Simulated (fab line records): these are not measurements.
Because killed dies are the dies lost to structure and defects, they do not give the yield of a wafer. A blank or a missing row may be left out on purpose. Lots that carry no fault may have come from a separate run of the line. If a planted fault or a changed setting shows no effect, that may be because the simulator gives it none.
fab line records	flow sky130
[record] lots = 24	wafers = 72	lastDay = 50
route steps=708 shown METAL2@484 VIA2@519 VIA3@575
lots untouched by any fault: they come from a run of this same line in which no faults occurred
startH: the number of hours between the record's first day and the start of the first shown wafer of the lot	waitH: how many hours have passed since the lot's step before this one	" as in the row above	L1.1+2: several wafers, shown together as one row	- value missing, or start not given	* or withheld: withheld	< > ~ a bound
route shown NAME@n: a module of which the file shows steps, and the number in the route of the first	usual: mean/standard deviation of fault-free wafers	same: alike in all rows	chamber/n: place in a boat	sites: the reading at each site	_std_site: the standard deviation of these	_edge_site: mean of outer sites minus mean of inner sites	radiusMm: how far each site lies from the wafer's centre	mask NAME#n: copy n	behind: tool/chamber where the wafer was last shaped	hold: why the lot was held/for how many hours/how that ended	device: whichever transistor did not switch (one of n, p or np)	end of line: the tests these same wafers got at the end of their route	where a step has no rows: the recipe by itself	killed: count of dies lost to structure and defects at first sort (not the wafer's yield)	map: shows each die of a wafer: x if killed, . if not, _ if none is there
set.NAME: the setting as run; set.NAME@STEP: as run at that earlier step	model.NAME: the simulator's own value behind a step, which no gauge read
one table for each step of the route and one row for each wafer, over a sample of lots
services: a tool's chamber out of use, with start hour (startH, from the record's first day; less than 0 if before it), hours out, and reason
[[steps]]
[step SKY_METAL2_SPUTTER_01]
[recipe] material = TiN	targetThkNm = 20	powerW = 6500	timeS = 16.7	chamberPressurePa = 0.4
[usual] throttleValvePct = 30.3/1.1
lot.wafer	tool	chamber	startH	waitH	throttleValvePct
L074.1	pvdSputter-04	-	810.92	0.0	28.4
L074.4	"	-	"	"	32.1
L074.6	"	-	"	"	32.0
L076.1	pvdSputter-04	-	818.46	0.0	30.4
L076.2	"	-	"	"	32.1
L076.6	"	-	"	"	30.3
L075.2	pvdSputter-01	-	824.18	0.0	30.5
L075.4	"	-	"	"	28.8
L075.5	"	-	"	"	29.3
L077.3	pvdSputter-01	-	828.85	0.0	30.0
L077.4	"	-	"	"	28.9
L077.5	"	-	"	"	29.9
L078.3	pvdSputter-04	-	837.54	0.0	28.8
L078.5	"	-	"	"	32.3
L078.6	"	-	"	"	28.4
L079.1	pvdSputter-04	-	839.17	0.0	28.2
L079.3	"	-	"	"	31.2
L079.5	"	-	"	"	31.2
L080.2	pvdSputter-04	-	844.76	0.0	28.6
L080.3	"	-	"	"	32.3
L080.4	"	-	"	"	31.4
L081.1	pvdSputter-04	-	859.61	0.0	30.2
L081.3	"	-	"	"	31.3
L081.5	"	-	"	"	30.3
L083.1	pvdSputter-01	-	867.94	0.0	30.7
L083.2	"	-	"	"	30.6
L083.3	"	-	"	"	29.2
L082.1	pvdSputter-01	-	869.50	0.0	29.1
L082.2	"	-	"	"	29.8
L082.5	"	-	"	"	28.8
L084.1	pvdSputter-01	-	876.54	0.0	30.5
L084.3	"	-	"	"	30.5
L084.6	"	-	"	"	30.7
L085.2	pvdSputter-04	-	878.57	0.0	30.3
L085.5	"	-	"	"	28.5
L085.6	"	-	"	"	32.1
L086.4	pvdSputter-04	-	896.00	0.0	32.3
L086.5	"	-	"	"	31.4
L086.6	"	-	"	"	30.2
L087.1	pvdSputter-04	-	906.52	0.0	28.3
L087.2	"	-	"	"	32.0
L087.6	"	-	"	"	28.5
L088.2	pvdSputter-04	-	913.04	0.0	30.3
L088.4	"	-	"	"	32.1
L088.5	"	-	"	"	31.2
L089.3	pvdSputter-01	-	917.52	0.0	30.5
L089.4	"	-	"	"	30.1
L089.5	"	-	"	"	30.7
L090.1	pvdSputter-01	-	918.24	0.0	30.7
L090.4	"	-	"	"	29.0
L090.6	"	-	"	"	30.9
L091.3	pvdSputter-01	-	929.08	0.0	30.6
L091.5	"	-	"	"	30.0
L091.6	"	-	"	"	29.1
L092.1	pvdSputter-01	-	938.96	0.0	30.5
L092.3	"	-	"	"	30.3
L092.5	"	-	"	"	30.3
L093.2	pvdSputter-01	-	949.25	0.0	30.6
L093.3	"	-	"	"	29.0
L093.5	"	-	"	"	30.7
L094.2	pvdSputter-01	-	954.69	0.0	30.8
L094.4	"	-	"	"	30.7
L094.6	"	-	"	"	29.0
L095.1	pvdSputter-04	-	956.84	0.0	31.2
L095.2	"	-	"	"	30.2
L095.4	"	-	"	"	32.1
L096.1	pvdSputter-04	-	961.52	0.0	30.3
L096.2	"	-	"	"	28.5
L096.4	"	-	"	"	32.1
L097.2	pvdSputter-04	-	962.94	0.0	32.2
L097.3	"	-	"	"	30.3
L097.5	"	-	"	"	32.2
[step SKY_METAL2_ETCH_18]
[recipe] chemistry = N2/H2	target = BARC	ionEnergyEv = 200	biasW = 100	pressureMtorr = 30	n2FlowSccm = 100	h2FlowSccm = 200	icpW = 500	stopOn = SiO2	timeS = 45.9	targetDepthA = 600
[usual] drypumpMotorCurrentA = 5.4/0.54	heBacksideLeakSccm = 3.18/0.15	oesProductAu = 0.854/0.0047	throttleValvePct = 13.225/0.0094
lot.wafer	tool	chamber	startH	waitH	drypumpMotorCurrentA	heBacksideLeakSccm	oesProductAu	rfHoursCounterH	throttleValvePct
L074.1	rieMetal-02	1	837.65	0.1	4.7	3.11	0.857	5	13.230
L074.4	"	1	"	"	4.7	3.03	0.839	-	13.230
L074.6	"	1	"	"	4.7	3.13	0.861	-	13.235
L076.1	rieMetal-02	1	845.52	0.1	4.7	3.26	0.848	6	13.236
L076.2	"	1	"	"	4.7	3.21	0.857	-	13.220
L076.6	"	1	"	"	4.7	3.25	0.855	-	13.233
L075.2	rieMetal-04	1	850.69	0.0	5.0	3.20	0.856	3	13.237
L075.4	"	0	"	"	6.1	3.07	0.862	-	13.208
L075.5	"	0	"	"	6.1	3.10	0.849	-	13.234
L077.3	rieMetal-04	0	854.59	0.0	6.1	3.36	0.852	-	13.227
L077.4	"	1	"	"	5.0	3.07	0.854	-	13.203
L077.5	"	0	"	"	6.1	3.32	0.856	-	13.231
L078.3	rieMetal-04	0	863.52	0.0	6.1	3.12	0.850	-	13.227
L078.5	"	1	"	"	5.0	3.11	0.851	-	13.209
L078.6	"	0	"	"	6.1	3.22	0.859	-	13.238
L079.1	rieMetal-02	1	866.22	0.0	4.7	3.19	0.852	6	13.216
L079.3	"	1	"	"	4.7	3.15	0.846	-	13.214
L079.5	"	0	"	"	6.0	3.22	0.844	-	13.219
L080.2	rieMetal-04	0	871.05	0.0	6.1	3.16	0.866	9	13.224
L080.3	"	0	"	"	6.1	3.23	0.850	-	13.235
L080.4	"	1	"	"	5.0	3.29	0.853	-	13.222
L081.1	rieMetal-04	0	886.42	0.0	6.1	3.02	0.857	10	13.225
L081.3	"	0	"	"	6.1	3.12	0.858	-	13.234
L081.5	"	0	"	"	6.1	3.01	0.856	-	13.222
L083.1	rieMetal-02	0	894.52	0.0	6.0	3.36	0.856	2	13.235
L083.2	"	1	"	"	4.6	3.21	0.857	8	13.219
L083.3	"	0	"	"	6.0	3.24	0.862	-	13.223
L082.1	rieMetal-02	1	895.37	0.0	4.7	3.17	0.863	8	13.220
L082.2	"	0	"	"	6.0	3.32	0.861	2	13.249
L082.5	"	1	"	"	4.7	3.10	0.855	-	13.221
L084.1	rieMetal-04	0	902.42	0.1	6.1	3.02	0.851	11	13.227
L084.3	"	0	"	"	6.1	3.11	0.850	-	13.251
L084.6	"	0	"	"	6.1	3.16	0.858	-	13.229
L085.2	rieMetal-01	0	904.19	0.0	5.6	3.24	0.857	12	13.238
L085.5	"	0	"	"	5.6	3.23	0.855	-	13.216
L085.6	"	1	"	"	5.1	3.36	0.853	-	13.238
L086.4	rieMetal-01	0	922.06	0.0	5.6	2.93	0.855	-	13.216
L086.5	"	0	"	"	5.6	2.97	0.853	-	13.219
L086.6	"	1	"	"	5.1	3.16	0.858	-	13.220
L087.1	rieMetal-04	1	932.39	0.0	5.0	3.20	0.851	6	13.204
L087.2	"	0	"	"	6.1	3.17	0.850	12	13.227
L087.6	"	1	"	"	5.0	3.20	0.859	-	13.226
L088.2	rieMetal-02	1	938.72	0.0	4.7	3.12	0.842	10	13.223
L088.4	"	1	"	"	4.7	3.09	0.850	-	13.213
L088.5	"	1	"	"	4.7	3.11	0.862	-	13.220
L089.3	rieMetal-01	0	942.74	0.0	5.6	3.09	0.856	-	13.221
L089.4	"	1	"	"	5.1	3.24	0.856	-	13.218
L089.5	"	0	"	"	5.6	3.28	0.854	-	13.210
L090.1	rieMetal-01	0	943.82	0.0	5.6	3.07	0.857	15	13.218
L090.4	"	1	"	"	5.1	3.29	0.858	-	13.215
L090.6	"	1	"	"	5.1	3.18	0.850	-	13.202
L091.3	rieMetal-04	1	954.49	0.0	5.0	3.29	0.857	-	13.228
L091.5	"	1	"	"	5.0	3.23	0.853	-	13.219
L091.6	"	0	"	"	6.1	2.84	0.864	-	13.223
L092.1	rieMetal-01	0	963.47	0.0	5.6	3.16	0.851	16	13.228
L092.3	"	1	"	"	5.1	3.73	0.855	-	13.226
L092.5	"	0	"	"	5.6	3.30	0.853	-	13.228
L093.2	rieMetal-01	0	973.62	0.0	5.6	3.26	0.853	16	13.227
L093.3	"	1	"	"	5.1	3.51	0.854	-	13.221
L093.5	"	1	"	"	5.1	3.63	0.858	-	13.218
L094.2	rieMetal-04	0	978.72	0.0	6.1	2.98	0.858	14	13.228
L094.4	"	0	"	"	6.1	3.17	0.854	-	13.247
L094.6	"	0	"	"	6.1	3.12	0.852	-	13.232
L095.1	rieMetal-04	0	980.92	0.0	6.1	3.75	0.856	14	13.235
L095.2	"	1	"	"	5.0	3.20	0.853	8	13.236
L095.4	"	0	"	"	6.1	3.03	0.854	-	13.226
L096.1	rieMetal-01	0	986.02	0.0	5.6	3.15	0.853	17	13.207
L096.2	"	1	"	"	5.1	3.00	0.858	12	13.232
L096.4	"	0	"	"	5.6	3.18	0.858	-	13.233
L097.2	rieMetal-02	0	987.47	0.0	6.0	3.16	0.855	6	13.220
L097.3	"	1	"	"	4.7	3.35	0.859	-	13.224
L097.5	"	0	"	"	6.0	3.37	0.850	-	13.215
[step SKY_METAL2_METAL_ETCH_19]
[recipe] targetDepthA = 3600	stopOn = SiO2	overEtchFrac = 0.3	timeS = 78	chemistry = Cl2/BCl3	resistSidewallDeg = 88	pressureMtorr = 10	icpW = 900	biasW = 48.5	Cl2_flow_sccm = 60	bcl3FlowSccm = 30
[usual] drypumpMotorCurrentA = 5.4/0.53	heBacksideLeakSccm = 3.20/0.15	oesProductAu = 0.855/0.0056	throttleValvePct = 22.264/0.009
[same] overEtchFrac = 0.3
lot.wafer	tool	chamber	startH	waitH	drypumpMotorCurrentA	heBacksideLeakSccm	oesProductAu	rfHoursCounterH	throttleValvePct
L074.1	rieMetal-02	1	837.78	0.1	4.7	3.10	0.859	5	22.266
L074.4	"	1	"	"	4.7	3.02	0.858	-	22.258
L074.6	"	1	"	"	4.7	3.10	0.862	-	22.261
L076.1	rieMetal-02	1	845.64	0.1	4.7	2.98	0.854	6	22.263
L076.2	"	1	"	"	4.7	3.02	0.860	-	22.276
L076.6	"	1	"	"	4.7	3.04	0.855	-	22.246
L075.2	rieMetal-04	1	850.75	0.0	5.0	3.13	0.850	3	22.267
L075.4	"	0	"	"	6.1	3.11	0.853	-	22.280
L075.5	"	0	"	"	6.1	3.15	0.855	-	22.249
L077.3	rieMetal-04	0	854.66	0.1	6.1	3.12	0.855	-	22.265
L077.4	"	1	"	"	5.0	3.08	0.855	-	22.251
L077.5	"	0	"	"	6.1	3.23	0.860	-	22.249
L078.3	rieMetal-04	0	863.62	0.1	6.1	3.02	0.860	-	22.261
L078.5	"	1	"	"	5.1	3.11	0.854	-	22.269
L078.6	"	0	"	"	6.1	3.17	0.857	-	22.259
L079.1	rieMetal-02	1	866.28	0.0	4.7	3.29	0.857	6	22.259
L079.3	"	1	"	"	4.7	3.36	0.854	-	22.259
L079.5	"	0	"	"	6.0	3.18	0.857	-	22.273
L080.2	rieMetal-04	0	871.13	0.1	6.0	3.15	0.854	9	22.257
L080.3	"	0	"	"	6.1	3.12	0.856	-	22.279
L080.4	"	1	"	"	5.1	3.15	0.851	-	22.263
L081.1	rieMetal-04	0	886.48	0.0	6.1	3.26	0.846	10	22.254
L081.3	"	0	"	"	6.1	3.08	0.853	-	22.265
L081.5	"	0	"	"	6.1	3.12	0.846	-	22.263
L083.1	rieMetal-02	0	894.58	0.0	6.0	3.21	0.858	2	22.278
L083.2	"	1	"	"	4.7	3.09	0.853	8	22.278
L083.3	"	0	"	"	6.0	3.10	0.844	-	22.281
L082.1	rieMetal-02	1	895.43	0.0	4.7	3.08	0.847	8	22.257
L082.2	"	0	"	"	6.0	3.25	0.849	2	22.275
L082.5	"	1	"	"	4.7	3.21	0.861	-	22.267
L084.1	rieMetal-04	0	902.54	0.1	6.1	3.25	0.865	11	22.280
L084.3	"	0	"	"	6.1	3.19	0.859	-	22.271
L084.6	"	0	"	"	6.1	3.09	0.856	-	22.262
L085.2	rieMetal-01	0	904.25	0.0	5.6	3.33	0.866	12	22.261
L085.5	"	0	"	"	5.6	3.30	0.857	-	22.264
L085.6	"	1	"	"	5.1	3.52	0.859	-	22.257
L086.4	rieMetal-01	0	922.13	0.1	5.6	3.36	0.844	-	22.262
L086.5	"	0	"	"	5.6	3.40	0.852	-	22.258
L086.6	"	1	"	"	5.0	2.85	0.856	-	22.254
L087.1	rieMetal-04	1	932.45	0.0	5.1	3.21	0.865	6	22.267
L087.2	"	0	"	"	6.1	3.03	0.860	12	22.241
L087.6	"	1	"	"	5.1	3.22	0.866	-	22.258
L088.2	rieMetal-02	1	938.78	0.0	4.6	3.23	0.851	10	22.263
L088.4	"	1	"	"	4.7	3.30	0.845	-	22.271
L088.5	"	1	"	"	4.7	3.23	0.852	-	22.268
L089.3	rieMetal-01	0	942.81	0.1	5.6	3.23	0.858	-	22.269
L089.4	"	1	"	"	5.0	3.78	0.854	-	22.264
L089.5	"	0	"	"	5.6	3.01	0.857	-	22.260
L090.1	rieMetal-01	0	943.88	0.0	5.6	3.20	0.869	15	22.274
L090.4	"	1	"	"	5.1	3.28	0.858	-	22.268
L090.6	"	1	"	"	5.1	3.44	0.854	-	22.257
L091.3	rieMetal-04	1	954.56	0.1	5.0	3.16	0.848	-	22.269
L091.5	"	1	"	"	5.0	3.13	0.857	-	22.246
L091.6	"	0	"	"	6.1	3.25	0.850	-	22.252
L092.1	rieMetal-01	0	963.53	0.0	5.6	3.05	0.851	16	22.277
L092.3	"	1	"	"	5.0	3.61	0.855	-	22.267
L092.5	"	0	"	"	5.6	3.16	0.855	-	22.258
L093.2	rieMetal-01	0	973.68	0.0	5.6	3.32	0.850	16	22.263
L093.3	"	1	"	"	5.0	3.45	0.858	-	22.282
L093.5	"	1	"	"	5.0	3.05	0.850	-	22.280
L094.2	rieMetal-04	0	978.78	0.0	6.1	3.25	0.860	14	22.264
L094.4	"	0	"	"	6.1	3.10	0.851	-	22.270
L094.6	"	0	"	"	6.1	3.14	0.862	-	22.259
L095.1	rieMetal-04	0	980.98	0.0	6.1	3.23	0.863	14	22.258
L095.2	"	1	"	"	5.0	3.17	0.850	8	22.274
L095.4	"	0	"	"	6.1	3.23	0.859	-	22.259
L096.1	rieMetal-01	0	986.08	0.0	5.6	3.18	0.850	17	22.250
L096.2	"	1	"	"	5.0	3.49	0.864	12	22.265
L096.4	"	0	"	"	5.6	3.12	0.849	-	22.262
L097.2	rieMetal-02	0	987.53	0.0	6.0	3.30	0.851	6	22.256
L097.3	"	1	"	"	4.7	3.23	0.856	-	22.285
L097.5	"	0	"	"	6.0	3.19	0.859	-	22.260
[step SKY_VIA2_CD_MEAS_12]
[recipe] targetCdNm = 200
[usual] cdNm = 200.3/1.2
lot.wafer	tool	chamber	startH	waitH	cdNm
L074.1	cdSem-01	-	865.08	-	197.9
L074.4	"	-	"	"	198.7
L074.6	"	-	"	"	199.4
L076.1	cdSem-02	-	873.26	-	197.7
L076.2	"	-	"	"	197.9
L076.6	"	-	"	"	197.4
L075.2	cdSem-01	-	877.82	-	200.4
L075.4	"	-	"	"	199.3
L075.5	"	-	"	"	199.6
L077.3	cdSem-02	-	881.79	-	199.6
L077.4	"	-	"	"	200.8
L077.5	"	-	"	"	200.3
L078.3	cdSem-01	-	890.65	-	200.0
L078.5	"	-	"	"	200.4
L078.6	"	-	"	"	200.6
L079.1	cdSem-02	-	893.98	-	201.7
L079.3	"	-	"	"	200.6
L079.5	"	-	"	"	200.8
L080.2	cdSem-02	-	897.95	-	199.6
L080.3	"	-	"	"	198.5
L080.4	"	-	"	"	200.5
L081.1	cdSem-02	-	912.80	-	200.3
L081.3	"	-	"	"	200.4
L081.5	"	-	"	"	200.0
L083.1	cdSem-01	-	920.03	-	201.0
L083.2	"	-	"	"	201.8
L083.3	"	-	"	"	201.2
L082.1	cdSem-02	-	922.20	-	201.9
L082.2	"	-	"	"	202.2
L082.5	"	-	"	"	203.1
L084.1	cdSem-01	-	929.50	-	201.9
L084.3	"	-	"	"	201.0
L084.6	"	-	"	"	200.6
L085.2	cdSem-01	-	931.27	-	199.9
L085.5	"	-	"	"	199.9
L085.6	"	-	"	"	200.5
L086.4	cdSem-02	-	948.29	-	201.9
L086.5	"	-	"	"	200.7
L086.6	"	-	"	"	200.7
L087.1	cdSem-02	-	957.90	-	199.8
L087.2	"	-	"	"	201.3
L087.6	"	-	"	"	201.0
L088.2	cdSem-01	-	964.62	-	201.0
L088.4	"	-	"	"	200.8
L088.5	"	-	"	"	202.0
L089.3	cdSem-01	-	968.02	-	198.7
L089.4	"	-	"	"	199.2
L089.5	"	-	"	"	200.6
L090.1	cdSem-02	-	969.48	-	202.1
L090.4	"	-	"	"	200.7
L090.6	"	-	"	"	200.7
L091.3	cdSem-02	-	979.55	-	197.6
L091.5	"	-	"	"	200.0
L091.6	"	-	"	"	199.3
L092.1	cdSem-02	-	988.80	-	199.4
L092.3	"	-	"	"	199.4
L092.5	"	-	"	"	198.9
L093.2	cdSem-02	-	998.12	-	198.4
L093.3	"	-	"	"	200.4
L093.5	"	-	"	"	199.0
L094.2	cdSem-02	-	1002.93	-	199.3
L094.4	"	-	"	"	198.2
L094.6	"	-	"	"	201.4
L095.1	cdSem-01	-	1006.38	-	202.4
L095.2	"	-	"	"	200.4
L095.4	"	-	"	"	201.4
L096.1	cdSem-02	-	1010.38	-	202.3
L096.2	"	-	"	"	201.3
L096.4	"	-	"	"	201.7
L097.2	cdSem-01	-	1012.30	-	199.7
L097.3	"	-	"	"	201.2
L097.5	"	-	"	"	199.7
[step SKY_VIA2_CVD_21]
[recipe] material = W	targetThkNm = 420	timeS = 126.4	tempC = 400	pressureTorr = 40
[usual] heaterPowerW = 876/81
lot.wafer	tool	chamber	startH	waitH	heaterPowerW
L074.1	cvdW-01	1	866.03	0.0	906
L074.4	"	1	"	"	894
L074.6	"	1	"	"	913
L076.1	cvdW-02	1	874.18	0.0	760
L076.2	"	1	"	"	737
L076.6	"	1	"	"	766
L075.2	cvdW-01	0	878.72	0.0	936
L075.4	"	1	"	"	885
L075.5	"	1	"	"	893
L077.3	cvdW-01	1	882.75	0.1	931
L077.4	"	0	"	"	941
L077.5	"	0	"	"	918
L078.3	cvdW-01	1	891.58	0.1	891
L078.5	"	1	"	"	893
L078.6	"	0	"	"	896
L079.1	cvdW-01	0	894.90	0.0	949
L079.3	"	1	"	"	889
L079.5	"	1	"	"	926
L080.2	cvdW-02	1	898.92	0.0	754
L080.3	"	0	"	"	927
L080.4	"	1	"	"	749
L081.1	cvdW-01	1	913.71	0.0	882
L081.3	"	0	"	"	927
L081.5	"	0	"	"	948
L083.1	cvdW-01	0	920.94	0.0	925
L083.2	"	1	"	"	893
L083.3	"	1	"	"	889
L082.1	cvdW-01	0	923.16	0.0	939
L082.2	"	1	"	"	901
L082.5	"	1	"	"	919
L084.1	cvdW-02	1	930.44	0.0	704
L084.3	"	1	"	"	723
L084.6	"	1	"	"	713
L085.2	cvdW-01	0	932.16	0.0	946
L085.5	"	1	"	"	921
L085.6	"	0	"	"	943
L086.4	cvdW-02	1	949.23	0.1	733
L086.5	"	1	"	"	709
L086.6	"	0	"	"	921
L087.1	cvdW-02	1	958.82	0.0	692
L087.2	"	0	"	"	886
L087.6	"	0	"	"	910
L088.2	cvdW-01	1	965.51	0.0	913
L088.4	"	0	"	"	926
L088.5	"	0	"	"	918
L089.3	cvdW-01	0	968.98	0.1	936
L089.4	"	1	"	"	899
L089.5	"	0	"	"	933
L090.1	cvdW-01	1	970.43	0.0	888
L090.4	"	1	"	"	895
L090.6	"	0	"	"	922
L091.3	cvdW-01	0	980.63	0.1	974
L091.5	"	1	"	"	913
L091.6	"	0	"	"	926
L092.1	cvdW-01	0	989.78	0.0	931
L092.3	"	0	"	"	924
L092.5	"	0	"	"	948
L093.2	cvdW-01	0	999.01	0.0	948
L093.3	"	0	"	"	897
L093.5	"	1	"	"	921
L094.2	cvdW-01	1	1003.87	0.0	915
L094.4	"	1	"	"	921
L094.6	"	1	"	"	867
L095.1	cvdW-02	1	1007.34	0.0	722
L095.2	"	1	"	"	707
L095.4	"	1	"	"	721
L096.1	cvdW-01	0	1011.31	0.0	933
L096.2	"	1	"	"	895
L096.4	"	1	"	"	890
L097.2	cvdW-02	1	1013.24	0.1	701
L097.3	"	1	"	"	729
L097.5	"	1	"	"	723
[step SKY_VIA3_CMP_02]
[recipe] material = SiO2	downForcePsi = 4	platenRpm = 60	padVelocityMS = 0.94248
[usual] headPressurePsi = 4.002/0.0085	motorCurrentA = 11.8/1.8	platenRpm = 60.00/0.042
lot.wafer	tool	chamber	startH	waitH	headPressurePsi	motorCurrentA	platenRpm
L074.1	cmp-02	1	920.38	0.1	4.008	15.1	60.10
L074.4	"	2	"	"	4.000	11.1	60.02
L074.6	"	0	"	"	4.000	12.9	59.99
L076.2	cmp-01	1	928.37	0.1	4.004	11.5	60.04
L076.1	"	2	"	"	4.003	9.6	60.03
L076.6	"	0	"	"	4.005	12.3	60.04
L075.4	cmp-02	3	932.99	0.1	4.007	10.0	60.01
L075.2	"	1	"	"	4.004	15.5	60.06
L075.5	"	3	"	"	4.002	10.3	60.01
L077.3	cmp-02	2	936.41	0.0	3.997	11.5	59.96
L077.4	"	3	"	"	4.008	9.7	60.03
L077.5	"	3	"	"	4.012	10.3	60.10
L078.3	cmp-02	0	944.40	0.1	3.987	14.2	59.96
L078.6	"	2	"	"	3.989	11.2	59.97
L078.5	"	3	"	"	3.991	10.5	60.02
L079.1	cmp-02	2	948.04	0.1	4.000	10.9	60.01
L079.3	"	3	"	"	4.000	10.5	59.99
L079.5	"	1	"	"	4.001	14.6	60.03
L080.2	cmp-01	0	952.01	0.0	3.998	12.6	60.04
L080.3	"	2	"	"	4.014	8.8	59.97
L080.4	"	3	"	"	4.000	9.4	60.00
L081.3	cmp-01	1	965.82	0.1	4.004	11.6	59.98
L081.1	"	3	"	"	3.997	9.8	60.02
L081.5	"	1	"	"	3.992	12.2	59.98
L083.2	cmp-02	0	972.26	0.0	4.002	14.6	60.02
L083.1	"	2	"	"	3.990	10.9	60.01
L083.3	"	3	"	"	4.007	10.1	59.99
L082.1	cmp-01	2	975.33	0.1	3.989	9.6	60.03
L082.2	"	3	"	"	4.007	9.5	59.99
L082.5	"	0	"	"	4.019	12.2	60.00
L084.3	cmp-01	2	981.42	0.1	4.000	10.0	60.03
L084.1	"	3	"	"	3.997	10.0	60.02
L084.6	"	1	"	"	4.006	11.1	60.03
L085.2	cmp-02	1	983.22	0.1	3.992	14.6	59.94
L085.6	"	3	"	"	4.004	10.6	60.01
L085.5	"	0	"	"	3.999	14.1	60.06
L086.4	cmp-02	1	999.14	0.0	4.012	14.1	59.99
L086.6	"	1	"	"	4.034	14.4	59.92
L086.5	"	2	"	"	3.997	10.6	60.02
L087.2	cmp-02	0	1009.07	0.1	4.006	13.3	60.02
L087.1	"	1	"	"	3.973	14.5	59.92
L087.6	"	3	"	"	4.001	10.3	59.99
L088.2	cmp-01	2	1015.32	0.0	4.011	10.3	60.03
L088.4	"	0	"	"	4.000	12.2	59.95
L088.5	"	2	"	"	4.005	9.7	60.00
L089.3	cmp-02	2	1018.16	0.0	4.015	10.8	59.98
L089.4	"	1	"	"	3.997	14.6	60.01
L089.5	"	2	"	"	4.006	10.5	60.01
L090.1	cmp-02	1	1019.60	0.1	3.997	14.8	59.98
L090.4	"	2	"	"	4.015	11.1	59.90
L090.6	"	3	"	"	3.998	10.3	60.00
L091.3	cmp-01	1	1030.75	0.6	3.993	12.0	59.97
L091.6	"	0	"	"	4.021	13.6	59.95
L091.5	"	1	"	"	4.000	11.6	59.96
L092.1	cmp-02	2	1038.78	0.1	3.997	11.0	59.97
L092.3	"	3	"	"	4.009	10.6	59.90
L092.5	"	2	"	"	4.002	10.5	59.95
L093.2	cmp-02	3	1047.20	0.1	3.984	10.0	60.04
L093.3	"	0	"	"	4.003	14.0	59.96
L093.5	"	2	"	"	4.001	10.8	59.97
L094.4	cmp-01	1	1051.20	0.0	4.002	12.1	59.97
L094.2	"	3	"	"	4.002	10.0	59.96
L094.6	"	1	"	"	3.987	11.5	59.98
L095.2	cmp-02	3	1055.45	0.0	4.003	10.2	59.97
L095.1	"	0	"	"	4.002	13.5	59.98
L095.4	"	2	"	"	3.998	10.8	60.00
L096.2	cmp-01	3	1059.91	0.4	3.984	10.0	59.99
L096.1	"	0	"	"	4.013	12.6	60.09
L096.4	"	1	"	"	4.006	11.7	60.07
L097.2	cmp-01	3	1060.56	0.1	3.995	10.2	59.96
L097.3	"	0	"	"	3.995	13.7	60.03
L097.5	"	3	"	"	4.005	9.5	59.96
[[services]]
tool	chamber	startH	hours	kind
cmp-02	-	793.63	0.2	repair
pvdSputter-04	-	795.92	4.5	repair
cmp-02	-	811.31	5.6	pm
rieMetal-04	0	836.80	2.4	repair
cmp-01	-	855.89	5.8	pm
rieMetal-04	-	857.12	2.8	pm
cvdW-02	-	860.33	0.7	repair
cvdW-02	0	869.87	18.2	repair
cmp-01	-	881.53	0.9	repair
cvdW-01	-	888.77	0.8	repair
rieMetal-04	1	899.53	11.4	repair
cvdW-02	-	904.00	14.0	pm
cmp-01	-	912.11	4.0	pm
cmp-01	-	960.70	1.1	repair
cvdW-02	-	968.45	2.8	pm
rieMetal-02	-	990.33	2.1	repair
pvdSputter-01	-	993.17	8.9	repair
cvdW-02	0	1004.89	9.1	repair
pvdSputter-04	-	1009.33	5.6	repair
cvdW-01	-	1024.15	0.9	repair
cmp-01	-	1026.96	2.3	repair
cmp-02	-	1029.72	4.0	repair
cvdW-01	-	1052.43	6.0	pm
cmp-02	-	1059.26	16.1	pm
[[key]]
fault none
